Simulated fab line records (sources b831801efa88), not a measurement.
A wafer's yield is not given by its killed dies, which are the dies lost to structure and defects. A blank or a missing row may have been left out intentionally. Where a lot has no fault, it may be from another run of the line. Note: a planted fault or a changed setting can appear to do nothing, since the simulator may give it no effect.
Which tool was responsible? + flow sfq_line + Sampling: 13 lots, 39 wafers, 2 of 325 route steps

== WHAT THE GAUGES READ, wafer by wafer ==
SFQ_M3_RS_MEAS_919: a four-point-probe measurement.
| lot  | measured     | on            | M3_NB_RS (ohm/sq) |
|------|--------------|---------------|-------------------|
| L749 | day 30 04:16 | film_metro-04 | 0.894 0.896 0.900 |
| L750 | day 30 19:52 | film_metro-01 | 0.870 0.875 0.873 |
| L751 | day 31 06:46 | film_metro-01 | 0.894 0.896 0.891 |
| L752 | day 31 09:10 | film_metro-04 | 0.877 0.878 0.892 |
| L753 | day 32 04:32 | film_metro-02 | 0.912 0.898 0.903 |
| L755 | day 33 04:22 | film_metro-04 | 0.886 0.886 0.878 |
| L756 | day 33 19:56 | film_metro-02 | 0.872 0.884 0.883 |
| L757 | day 33 23:34 | film_metro-01 | 0.885 0.890 0.880 |
| L758 | day 34 18:52 | film_metro-04 | 0.897 0.882 0.887 |
| L759 | day 35 08:05 | film_metro-01 | 0.890 0.884 0.887 |
| L767 | day 37 17:30 | film_metro-04 | 0.871 1.736 0.873 |
| L770 | day 38 01:53 | film_metro-04 | 0.893 0.914 0.888 |
| L771 | day 38 14:35 | film_metro-04 | 0.918 0.888 0.884 |

== WHAT TOOL EACH LOT RAN ON (gives the tool, then ch and the chambers of the sampled wafers, and finally the start) ==
| lot  | SFQ_TRILAYER_M3_DEP_SPUTTER_073 |
|------|---------------------------------|
| L749 | pvd_sputter-05, day 30 04:10    |
| L750 | pvd_sputter-03, day 30 19:44    |
| L751 | pvd_sputter-05, day 31 06:40    |
| L752 | pvd_sputter-03, day 31 09:03    |
| L753 | pvd_sputter-06, day 32 04:27    |
| L755 | pvd_sputter-06, day 33 04:15    |
| L756 | pvd_sputter-06, day 33 19:51    |
| L757 | pvd_sputter-03, day 33 23:27    |
| L758 | pvd_sputter-06, day 34 18:47    |
| L759 | pvd_sputter-06, day 35 07:59    |
| L767 | pvd_sputter-06, day 37 17:23    |
| L770 | pvd_sputter-05, day 38 01:47    |
| L771 | pvd_sputter-05, day 38 14:29    |
- SFQ_TRILAYER_M3_DEP_SPUTTER_073: material Nb, target thk 200 nm, time 133.3 s.

== WHAT THE TOOLS THEMSELVES READ (means of the sampled wafers that have a number; where no wafer has one, the mark that the record gives instead) ==
SFQ_TRILAYER_M3_DEP_SPUTTER_073.
| lot  | tool           | throttle_valve_pct (%) |
|------|----------------|------------------------|
| L749 | pvd_sputter-05 | 27.8                   |
| L750 | pvd_sputter-03 | 29.9                   |
| L751 | pvd_sputter-05 | 27.6                   |
| L752 | pvd_sputter-03 | 30.3                   |
| L753 | pvd_sputter-06 | 29.7                   |
| L755 | pvd_sputter-06 | 29.6                   |
| L756 | pvd_sputter-06 | 29.6                   |
| L757 | pvd_sputter-03 | 30.4                   |
| L758 | pvd_sputter-06 | 30.1                   |
| L759 | pvd_sputter-06 | 29.9                   |
| L767 | pvd_sputter-06 | 29.9                   |
| L770 | pvd_sputter-05 | 28.4                   |
| L771 | pvd_sputter-05 | 28.5                   |

== THE ANSWER, worked out from the rows above alone ==
Rule: usual is defined by the lots themselves. The widest of any qualifying gaps counts: lots, ordered by their means at a reading, are off when they make up no more than a third of the lots, leave a main group of 4 or more, and stand apart from it by 3 or more times the standard deviation of that group's means. A main group is skipped when, at the precision printed for the reading in the tables above, its means are all equal. A lot without any number at a reading at which 4 lots or more have one is off too. Any other lot the step has rows for is counted as sound. Order of review: gauges by route order, followed by the tools' own readings, for which a lot's mean as printed above is used. The first step at which some lot is off is used, and at that step the reading that is off furthest; a lot without a number counts as furthest.
Off: at SFQ_M3_RS_MEAS_919 (M3_NB_RS), L767. Main group: mean 0.889 ohm/sq, sd 0.0087.
A tool fits if, at a process step before that reading, it ran every lot that is off, and no sound lot after the first of them. Gauges at SFQ_M3_RS_MEAS_919: tried the same way as those tools. One fits: pvd_sputter-06 at SFQ_TRILAYER_M3_DEP_SPUTTER_073. A fault onset in the window from L759 (day 35 07:59, its last sound lot) to L767 (day 37 17:23, its first lot off) fits.

== WHAT HAD BEEN PUT IN BY THE SIMULATOR ==
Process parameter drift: pvd_sputter-06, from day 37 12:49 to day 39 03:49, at SFQ_TRILAYER_M3_DEP_SPUTTER_073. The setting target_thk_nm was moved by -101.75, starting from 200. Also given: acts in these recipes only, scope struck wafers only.
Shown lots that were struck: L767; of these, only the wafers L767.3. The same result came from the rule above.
